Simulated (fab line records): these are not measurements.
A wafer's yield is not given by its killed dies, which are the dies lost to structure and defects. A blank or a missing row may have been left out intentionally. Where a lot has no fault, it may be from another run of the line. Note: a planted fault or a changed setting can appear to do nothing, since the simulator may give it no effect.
Problem report, 8D (eight disciplines) form, completed by code -- flow gf180mcu -- the parts of the form that need people (team, actions taken, sign-off) are left out

## 1. PROBLEM STATEMENT
Wafers free of any fault read 0.387 ohm/sq (standard deviation 0.0043) for CONTACT_W_RS at GF_CONTACT_RS_MEAS_25, against a mean of 0.489 ohm/sq on 2 wafers of 2 lots. Relative to the usual mean, that is a shift of +24 standard deviations.
The step: measures by four-point-probe.
First observed at day 20 23:41: wafer L407.3, on film-metro-03. The record holds 36 wafers of 12 lots with a number at this step. Rule for "out" (also "out of limits"): further than 4 standard deviations from the usual mean. The rest of the wafers with a number are treated as sound.

## 2. WHAT IT IS, AND WHAT IT ISN'T
question,is,is not
which readings at this step,CONTACT_W_RS,-
which lots,"L407, L410","L394, L395, L397, L398, L400, L405, L406, L408, L414, L417"
which wafers of those lots,"L407.3, L410.3","L407.2, L407.4, L410.2, L410.6"
read on which gauges,film-metro-03,"film-metro-01, film-metro-02"
when,from day 20 23:41,"up to then (23 sound wafers); but 11 sound wafers of L408, L410, L414, L417 came after"

## 3. SUSPECTS, AND WHAT RULES EACH OUT
Counting: if a tool at a process step up to the reading ran every lot that is out, it stays a suspect. Sound lots after the first of them don't rule it out here, since some wafers of a struck lot are sound.
- the gauge at GF_CONTACT_RS_MEAS_25: kept. All the wafers that are out were read on film-metro-03, and no step on other tools shows them out.
- cvd-w-01 at GF_CONTACT_CVD_24 (deposits W, target thk 300 nm, time 90.339 s): kept. It ran every lot that is out, first L407 (day 20 23:34); its last sound lot up to then is L406 (day 20 14:19).
Remaining after the count are cvd-w-01 at GF_CONTACT_CVD_24 and film-metro-03 at GF_CONTACT_RS_MEAS_25.

## 4. THE CAUSE (what the simulator had put in)
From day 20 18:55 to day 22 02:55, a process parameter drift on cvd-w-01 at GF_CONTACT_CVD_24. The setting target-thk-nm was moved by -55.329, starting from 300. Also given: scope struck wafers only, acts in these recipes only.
After counting, 2 suspects remain, this tool included.

## 5. SEQUENCE OF EFFECTS, ordered by route
One row per reading whose mean, taken over the struck wafers that have a number, lies over 3 standard deviations from the usual. Only readings for which the record gives a usual standard deviation are gone through. hours: the time from each lot's start at the first step in this table that gives one to its start at this step, as a median over the lots. sigmas: the change in usual standard deviations.
hours,step,reading,usual,on struck wafers,change,sigmas
0,GF_CONTACT_RS_MEAS_25,CONTACT_W_RS,0.387 ohm/sq,0.489,+0.102,+24
0,GF_CONTACT_THK_MEAS_26,CONTACT_W_THK,295 nm,234,-61,-16
0,GF_CONTACT_CMP_27,time-to-endpoint-s,72 s,56,-16,-4.7
The process steps in it:
- GF_CONTACT_CMP_27: polishes, stops on SiO2, t overpolish 15 s, target thk 0 nm.

## 6. HOW IT WOULD HAVE BEEN CAUGHT EARLIER
The first out-of-limits reading at a measuring or inspecting step in this record came at day 20 23:41, 5 hours after the fault's start at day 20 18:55.
Tool readings at GF_CONTACT_CVD_24 with a usual standard deviation given in the record: none out on any struck wafer, hence no alarm at a limit of 4 standard deviations on them.
L410, from the lots that are out (2), started GF_CONTACT_CVD_24 on cvd-w-01 later than day 20 23:41. Had the tool been put on hold then, it would have been spared.
